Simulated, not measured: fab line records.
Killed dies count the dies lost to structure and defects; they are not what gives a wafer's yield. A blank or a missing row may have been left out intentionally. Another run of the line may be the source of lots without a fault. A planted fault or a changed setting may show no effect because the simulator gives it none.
fab line records | flow sky130
record lots=5 wafers=15 lastDay=50
route steps=708 shown VIA4@639 PAD_OPEN@708
lots with no fault: from the same line, run without faults
startH: hours from the record's opening day to when the first of the lot's shown wafers began | waitH: hours elapsed since this lot's preceding step | " identical to the entry in the row above | L1.1+2: several wafers, shown together as one row | - no value, or no start given | * or withheld: withheld | < > ~ a bound
route shown NAME@n: a module of which the file shows steps, and the number in the route of the first | usual: average and standard deviation across the fault-free wafers | same: alike in all rows | chamber/n: place in a boat | sites: the reading at each site | _std_site: standard deviation of those values | _edge_site: inner sites' mean taken away from outer sites' mean | radiusMm: how far each site lies from the wafer's centre | mask NAME#n: copy n | behind: the most recent tool/chamber to have shaped the wafer | hold: why the lot went on hold/how many hours it stayed there/how the hold came to an end | device: transistor that didn't switch, given as n, p or np | end of line: tests run on the same wafers once the route is complete | for a step that has no rows: nothing shown but its recipe | killed: at the first sort, the dies lost to defects and structure; wafer yield is something else | map: a wafer's dies, x killed, . not, _ none there
set.NAME: the setting that was run; set.NAME@STEP: the one run at that earlier step | model.NAME: the simulator's own value behind a step, which no gauge read
lots at some steps of the route; a table a step, a row a wafer
services: a tool's chamber out of use, with start hour (startH, from the record's first day; less than 0 if before it), hours out, and reason
## steps
# step SKY_VIA4_HDPCVD_00
# recipe material=SiO2 targetThkNm=1750 sigmaOpenFrac=0.3 timeS=291.7 tempC=400 sih4FlowSccm=60 pressureMtorr=6
# step SKY_VIA4_THK_MEAS_01
# recipe reads=SiO2_of_VIA4_HDPCVD_00
# usual VIA4_HDPCVD_THK=1750/21
# columns lot.wafer tool chamber startH waitH VIA4_HDPCVD_THK[nm]
L126.1 filmMetro-02 - 1002.77 0.1 1721
L126.2 " - " " 1722
L126.3 " - " " 1708
L131.4 filmMetro-03 - 1037.28 0.0 1754
L131.5 " - " " 1737
L131.6 " - " " 1746
L138.3 filmMetro-03 - 1087.90 0.1 1756
L138.5 " - " " 1746
L138.6 " - " " 1728
L147.1 filmMetro-01 - 1126.31 0.1 1769
L147.4 " - " " 1720
L147.6 " - " " 1763
L146.1 filmMetro-02 - 1131.70 0.1 1766
L146.3 " - " " 1747
L146.6 " - " " 1758
# step SKY_VIA4_CMP_02
# recipe material=SiO2 downForcePsi=4 platenRpm=60 padVelocityMS=0.94248
# usual motorCurrentA=12.1/1.7 slurryFlowMlMin=150.0/0.47
# columns lot.wafer tool chamber startH waitH motorCurrentA slurryFlowMlMin
L126.1 cmp-01 1 1002.88 0.1 15.1 149.3
L126.3 " 2 " " 10.8 149.7
L126.2 " 3 " " 11.7 149.8
L131.4 cmp-02 2 1037.46 0.2 11.2 150.0
L131.6 " 3 " " 10.4 149.3
L131.5 " 0 " " 13.0 150.6
L138.3 cmp-01 0 1088.36 0.5 11.4 150.2
L138.5 " 2 " " 11.0 149.4
L138.6 " 3 " " 11.0 150.6
L147.1 cmp-01 2 1126.37 0.1 10.2 150.5
L147.4 " 0 " " 11.5 150.4
L147.6 " 3 " " 12.0 150.5
L146.1 cmp-01 2 1131.86 0.1 10.7 150.5
L146.3 " 3 " " 11.8 149.6
L146.6 " 0 " " 11.2 149.4
# step SKY_VIA4_BOW_MEAS_03
# recipe mode=bow
# usual VIA4_BOW=81/7.6
# columns lot.wafer tool chamber startH waitH VIA4_BOW[um]
L126.1 filmMetro-03 - 1003.13 0.2 75
L126.2 " - " " 75
L126.3 " - " " 62
L131.4 filmMetro-02 - 1037.67 0.2 82
L131.5 " - " " 82
L131.6 " - " " 90
L138.3 filmMetro-02 - 1088.60 0.2 66
L138.5 " - " " 82
L138.6 " - " " 76
L147.1 filmMetro-03 - 1126.67 0.2 76
L147.4 " - " " 77
L147.6 " - " " 92
L146.1 filmMetro-02 - 1132.06 0.1 83
L146.3 " - " " 89
L146.6 " - " " 88
# step SKY_VIA4_DEHYDRATE_04
# recipe tempC=200 timeS=60
# step SKY_VIA4_HMDS_05
# recipe primeTimeS=60 primeTempC=120
# step SKY_VIA4_COAT_06
# recipe resist=NOVOLAK spinRpm=3000 resistThkNm=1140
# step SKY_VIA4_SOFTBAKE_07
# recipe tempC=90 timeS=60 resist=NOVOLAK
# step SKY_VIA4_EXPOSE_08
# recipe maskId=VIM4 na=0.6 sourceShape=conventional sigmaOuter=0.6 polarization=unpolarized targetCdNm=800 doseMj=132
# step SKY_VIA4_PEB_09
# recipe tempC=withheld timeS=* resist=NOVOLAK
# step SKY_VIA4_DEVELOP_10
# recipe resist=NOVOLAK developer=TMAH developTimeS=60 devTempC=23
# step SKY_VIA4_OVL_MEAS_11
# usual VIA4_OVL=0.6/1.3
# columns lot.wafer tool chamber startH waitH VIA4_OVL[nm]
L126.1 overlay-01 - 1026.21 0.1 0.3
L126.2 " - " " 0.1
L126.3 " - " " 1.8
L131.4 overlay-01 - 1060.18 0.1 1.2
L131.5 " - " " 3.4
L131.6 " - " " 1.4
L138.3 overlay-02 - 1108.82 0.1 0.4
L138.5 " - " " 0.9
L138.6 " - " " 0.5
L147.1 overlay-02 - 1145.83 0.1 2.3
L147.4 " - " " 1.2
L147.6 " - " " -0.7
L146.1 overlay-02 - 1150.56 0.1 0.4
L146.3 " - " " 0.0
L146.6 " - " " -1.5
# step SKY_VIA4_ETCH_12
# recipe target=SiO2 chemistry=C4F8/O2/Ar stopOn=TiN maskMaterial=NOVOLAK sourceW=1500 biasW=1200 pressureMtorr=40 c4f8FlowSccm=withheld O2_flow_sccm=6 Ar_flow_sccm=300 timeS=withheld targetDepthA=5800
# usual biasW=1200/3.7 oesProductAu=0.926/0.0047
# columns lot.wafer tool chamber startH waitH biasW oesProductAu
L126.1 rieDiel-02 3 1026.25 0.0 1205 0.929
L126.2 " 0 " " 1199 0.931
L126.3 " 1 " " 1199 0.927
L131.4 rieDiel-03 0 1060.20 0.0 1209 0.921
L131.5 " 0 " " 1205 0.929
L131.6 " 1 " " 1200 0.934
L138.3 rieDiel-02 3 1108.85 0.0 1154 0.927
L138.5 " 3 " " 1153 0.924
L138.6 " 0 " " 1202 0.927
L147.1 rieDiel-04 3 1145.86 0.0 1201 0.925
L147.4 " 2 " " 1201 0.923
L147.6 " 3 " " 1198 0.922
L146.1 rieDiel-03 1 1150.60 0.0 1200 0.927
L146.3 " 2 " " 1203 0.920
L146.6 " 1 " " 1203 0.917
# step SKY_VIA4_STRIP_13
# recipe chemistry=O2/N2 powerW=1400 pressureMtorr=1500 platenTempC=withheld o2FlowSccm=3000 n2FlowSccm=300 overashFraction=0.5
# usual drypumpMotorCurrentA=5.6/0.55 oesProductAu=0.710/0.0045 stripTimeToEndpointS=12.80/0.037
# same overashFraction=0.5
# columns lot.wafer tool chamber startH waitH drypumpMotorCurrentA oesProductAu rfHoursCounterH stripTimeToEndpointS
L126.1 plasmaAsher-03 1 1026.32 - 5.4 0.714 27 12.73
L126.2 " 0 " " 5.5 0.714 27 12.69
L126.3 " 1 " " 5.4 0.707 - 12.74
L131.4 plasmaAsher-03 0 1060.30 - 5.5 0.711 - 12.89
L131.5 " 1 " " 5.4 0.711 - 12.89
L131.6 " 0 " " 5.5 0.712 - 12.91
L138.3 plasmaAsher-03 0 1108.95 - 5.5 0.712 - 12.75
L138.5 " 0 " " 5.5 0.706 - 12.81
L138.6 " 1 " " 5.4 0.711 - 12.79
L147.1 plasmaAsher-01 0 1145.94 - 5.3 0.709 7 12.83
L147.4 " 1 " " 4.8 0.713 - 12.82
L147.6 " 1 " " 4.9 0.708 - 12.78
L146.1 plasmaAsher-04 1 1150.67 - 5.8 0.709 102 12.82
L146.3 " 1 " " 5.8 0.701 - 12.82
L146.6 " 1 " " 5.8 0.711 - 12.78
# step SKY_PAD_OPEN_PROBE_99
# usual defectLimitedYield=82.8/1.8 killed_at_M0_to_M3=42/5.8 killed_at_M4_up=3.0/2 killedAtContacts=24/5.5 killedAtFrontEnd=15/3.9 killedAtOther=0.3/0.54 killedDies=85/8.8 killedOnRim=16/3.7 killedOpen=47/6.8 killedShort=38/5.9 sort_bin_3_pad_short=0.9/0.41 sort_bin_5_function=10.1/1.4 sort_bin_6_memory=6.2/1.2 sortNPass=407/8.8 sortYieldPct=82.8/1.8
# same grossDies=492 killedAtBackSide=0 sort_bin_4_leakage[%]=0 sort_bin_8_speed[%]=0
# columns lot.wafer tool chamber startH waitH defectLimitedYield[%] killed_at_M0_to_M3 killed_at_M4_up killedAtContacts killedAtFrontEnd killedAtOther killedDies killedOnRim killedOpen killedShort sort_bin_3_pad_short[%] sort_bin_5_function[%] sort_bin_6_memory[%] sortNPass sortYieldPct[%]
L126.1 prober-01 - 1095.64 0.1 80.7 30 3 41 20 1 95 17 48 46 1.2 11.4 6.7 397 80.7
L126.2 prober-01 - 1095.69 0.1 81.3 42 1 24 25 0 92 19 56 35 1.2 10.8 6.7 400 81.3
L126.3 prober-01 - 1095.74 0.2 80.7 45 3 26 20 1 95 19 58 34 0.8 13.0 5.5 397 80.7
L131.4 prober-02 - 1125.57 0.2 85.0 35 7 17 15 0 74 11 38 36 0.6 9.1 5.3 418 85.0
L131.5 prober-02 - 1125.62 0.2 81.7 40 3 32 15 0 90 17 52 38 1.0 11.6 5.7 402 81.7
L131.6 prober-02 - 1125.67 0.2 86.8 32 1 23 9 0 65 14 39 26 0.6 6.5 6.1 427 86.8
L138.3 prober-01 - 1168.94 0.2 80.9 53 4 23 14 0 94 13 49 45 0.8 11.4 6.9 398 80.9
L138.5 prober-01 - 1169.04 0.2 80.7 37 3 33 22 0 95 22 55 40 1.2 10.6 7.5 397 80.7
L138.6 prober-01 - 1169.09 0.2 78.9 44 5 34 20 1 104 16 61 43 0.8 10.2 10.2 388 78.9
L147.1 prober-01 - 1201.43 0.1 85.2 37 3 16 17 0 73 15 35 33 1.4 8.9 4.5 419 85.2
L147.4 prober-01 - 1201.58 0.2 84.8 33 4 27 11 0 75 10 33 40 1.0 9.3 4.9 417 84.8
L147.6 prober-01 - 1201.68 0.2 83.3 33 6 23 20 0 82 9 49 32 0.6 10.0 6.1 410 83.3
L146.1 prober-02 - 1204.65 0.1 81.5 42 1 37 10 1 91 18 55 36 0.8 10.8 6.9 401 81.5
L146.3 prober-02 - 1204.75 0.2 84.3 39 0 20 18 0 77 15 35 42 0.8 9.6 5.3 415 84.3
L146.6 prober-02 - 1204.90 0.2 82.7 44 1 25 15 0 85 21 44 39 1.6 10.0 5.7 407 82.7
# killed by level:class
L126.1 CONTACT:geometricParticle:open=12 LI_CONTACT:geometricParticle:open=11 FIELD_ISO:geometricParticle:short=8 VIA3:geometricParticle:open=6 CONTACT:geometricParticle:short=6 LOCAL_INTERCONNECT:geometricParticle:short=5 LI_CONTACT:geometricParticle:short=4 VIA1:geometricParticle:open=4
L126.2 LI_CONTACT:geometricParticle:open=12 METAL1:geometricParticle:short=9 CONTACT:geometricParticle:open=9 VIA2:geometricParticle:open=9 VIA3:geometricParticle:open=6 VIA1:geometricParticle:open=6 FIELD_ISO:geometricParticle:open=5 VIA3:geometricParticle:short=5
L126.3 CONTACT:geometricParticle:open=13 METAL2:geometricParticle:short=11 LI_CONTACT:geometricParticle:open=10 VIA2:geometricParticle:open=8 VIA1:geometricParticle:open=7 METAL1:geometricParticle:short=5 VIA3:geometricParticle:open=5 FIELD_ISO:geometricParticle:open=4
L131.4 VIA1:geometricParticle:open=9 VIA3:geometricParticle:open=8 CONTACT:geometricParticle:open=7 LI_CONTACT:geometricParticle:open=6 METAL4:geometricParticle:short=6 FIELD_ISO:geometricParticle:short=5 POLY_GATE:geometricParticle:short=5 POLY_GATE:geometricParticle:open=3
L131.5 LI_CONTACT:geometricParticle:open=12 VIA1:geometricParticle:open=11 CONTACT:geometricParticle:open=8 METAL2:geometricParticle:short=6 POLY_GATE:geometricParticle:open=5 CONTACT:geometricParticle:short=5 VIA2:geometricParticle:open=4 METAL1:geometricParticle:short=4
L131.6 CONTACT:geometricParticle:open=9 VIA2:geometricParticle:open=8 LI_CONTACT:geometricParticle:open=7 VIA1:geometricParticle:open=7 METAL1:geometricParticle:short=6 LOCAL_INTERCONNECT:geometricParticle:short=5 POLY_GATE:geometricParticle:open=4 VIA3:geometricParticle:short=4
L138.3 VIA1:geometricParticle:open=11 VIA3:geometricParticle:open=9 CONTACT:geometricParticle:open=8 LI_CONTACT:geometricParticle:open=7 VIA2:geometricParticle:short=6 POLY_GATE:geometricParticle:short=5 POLY_GATE:geometricParticle:open=5 CONTACT:geometricParticle:short=5
L138.5 CONTACT:geometricParticle:open=15 LI_CONTACT:geometricParticle:open=9 POLY_GATE:geometricParticle:open=8 POLY_GATE:geometricParticle:short=7 VIA1:geometricParticle:open=7 VIA3:geometricParticle:open=6 VIA2:geometricParticle:short=5 CONTACT:geometricParticle:short=4
L138.6 VIA1:geometricParticle:open=13 CONTACT:geometricParticle:open=11 CONTACT:geometricParticle:short=7 VIA3:geometricParticle:open=7 LI_CONTACT:geometricParticle:open=6 LOCAL_INTERCONNECT:geometricParticle:short=6 VIA1:geometricParticle:short=6 VIA2:geometricParticle:open=6
L147.1 VIA1:geometricParticle:open=12 VIA1:geometricParticle:short=8 FIELD_ISO:geometricParticle:open=5 NWELL:coatMicrobubblePrinted=5 METAL2:geometricParticle:short=5 FIELD_ISO:geometricParticle:short=4 LI_CONTACT:geometricParticle:open=4 CONTACT:geometricParticle:short=4
L147.4 CONTACT:geometricParticle:open=7 LI_CONTACT:geometricParticle:open=6 VIA1:geometricParticle:open=6 LI_CONTACT:geometricParticle:short=5 CONTACT:geometricParticle:short=5 METAL1:geometricParticle:short=5 METAL2:geometricParticle:short=5 METAL4:geometricParticle:short=4
L147.6 LI_CONTACT:geometricParticle:open=10 VIA1:geometricParticle:open=10 CONTACT:geometricParticle:open=8 FIELD_ISO:geometricParticle:open=7 METAL2:geometricParticle:short=7 METAL4:geometricParticle:short=5 FIELD_ISO:geometricParticle:short=4 VIA2:geometricParticle:open=4
L146.1 CONTACT:geometricParticle:open=13 VIA3:geometricParticle:open=10 LI_CONTACT:geometricParticle:open=8 LOCAL_INTERCONNECT:geometricParticle:short=7 VIA1:geometricParticle:open=7 FIELD_ISO:geometricParticle:short=5 LOCAL_INTERCONNECT:geometricParticle:open=4 CONTACT:geometricParticle:short=4
L146.3 CONTACT:geometricParticle:open=10 METAL1:geometricParticle:short=8 VIA1:geometricParticle:open=7 FIELD_ISO:geometricParticle:short=6 VIA1:geometricParticle:short=6 LI_CONTACT:geometricParticle:open=5 METAL2:geometricParticle:short=5 FIELD_ISO:geometricParticle:open=4
L146.6 VIA1:geometricParticle:open=12 CONTACT:geometricParticle:open=11 LOCAL_INTERCONNECT:geometricParticle:short=6 METAL2:geometricParticle:short=6 METAL3:geometricParticle:short=5 CONTACT:geometricParticle:short=4 VIA2:geometricParticle:open=4 FIELD_ISO:geometricParticle:short=3
## services
# columns tool chamber startH hours kind
rieDiel-03 2 982.43 9.2 repair
plasmaAsher-04 - 993.41 2.8 pm
plasmaAsher-03 - 1047.32 3.5 repair
cmp-02 - 1047.39 1.2 repair
plasmaAsher-01 - 1055.25 9.0 pm
plasmaAsher-01 0 1055.25 12.7 ventCycle
plasmaAsher-01 1 1055.25 12.7 ventCycle
plasmaAsher-01 - 1064.17 3.8 repair
plasmaAsher-01 0 1064.25 - clean
plasmaAsher-01 1 1064.25 - clean
rieDiel-02 - 1082.54 0.7 repair
cmp-02 - 1084.06 4.0 pm
cmp-02 - 1088.06 - consumableReplace:conditioner
cmp-02 - 1088.06 - consumableReplace:pad
rieDiel-04 3 1088.08 12.6 repair
rieDiel-04 0 1098.51 15.4 repair
cmp-01 - 1102.99 0.2 repair
cmp-02 - 1113.36 2.3 repair
cmp-02 - 1119.17 1.0 repair
rieDiel-04 0 1139.40 11.9 repair
## key
firstSign step=SKY_VIA4_ETCH_12 reading=biasW direction=down sigmas=13 usual=1200 struck=1153
effect none on later readings
metAt SKY_VIA4_ETCH_12
struckWafers L138.3,L138.5
onsetBetween 1026.25 1108.85
fault kind=processParameterDrift tool=rieDiel-02 chamber=3 onsetH=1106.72 steps=SKY_VIA4_ETCH_12 channel=biasW offset=-43.899 shape=step endH=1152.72 actsIn=theseRecipesOnly stated=1200
